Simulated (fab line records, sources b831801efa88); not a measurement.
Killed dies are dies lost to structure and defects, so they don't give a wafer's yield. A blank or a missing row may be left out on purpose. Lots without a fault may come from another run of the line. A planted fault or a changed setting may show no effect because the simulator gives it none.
Chamber matching | flow gf180mcu | GF_V5_CMP_26 on cmp-02: 4 sister chambers
The step polishes, stops on SiO2, t overpolish 15 s, target thk 0 nm. 8 wafers are shown with their chamber, then 8 later ones without.

WAFERS WITH THEIR CHAMBER
wafer  | chamber | motor_current_A (A) | time_to_endpoint_s (s)
L217.5 | 2       | 9.6                 | 83
L233.2 | 0       | 12.2                | 94
L234.3 | 2       | 9.6                 | 90
L234.5 | 3       | 9.9                 | 84
L235.2 | 1       | 11.7                | 84
L235.3 | 0       | 11.7                | 87
L235.4 | 3       | 10.2                | 80
L236.1 | 1       | 11.5                | 80

WAFERS WITHOUT THEIR CHAMBER
wafer  | motor_current_A (A) | time_to_endpoint_s (s)
L236.3 | 11.9                | 88
L236.5 | 11.7                | 86
L237.1 | 11.5                | 89
L237.4 | 11.6                | 84
L237.5 | 9.8                 | 84
L240.1 | 9.3                 | 83
L240.4 | 11.9                | 78
L240.5 | 10.1                | 79

WHICH CHAMBER EACH WENT THROUGH
wafer  | from the rows above     | in truth
L236.3 | can't be placed: 0 or 1 | 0
L236.5 | can't be placed: 1 or 0 | 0
L237.1 | can't be placed: 1 or 0 | 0
L237.4 | can't be placed: 1 or 0 | 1
L237.5 | can't be placed: 2 or 3 | 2
L240.1 | can't be placed: 2 or 3 | 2
L240.4 | can't be placed: 1 or 0 | 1
L240.5 | 3                       | 3
Placed correctly: 1 of 8. Can't be placed from these rows: 7 (the true chamber is among the candidates in 7). Placed wrongly: 0.
How it was worked out, from the rows above alone: a wafer's distance from a chamber is the root of the sum, over the readings, of the square of ((its reading less the chamber's mean) divided by the reading's scatter). The wafer belongs to the nearest chamber; if the next one is less than 2 further off, it can't be placed. A chamber's mean is the mean of its shown wafers. The scatter: the root of (the sum of the squares of (reading less its chamber's mean) over the shown wafers, divided by (wafers less chambers)).
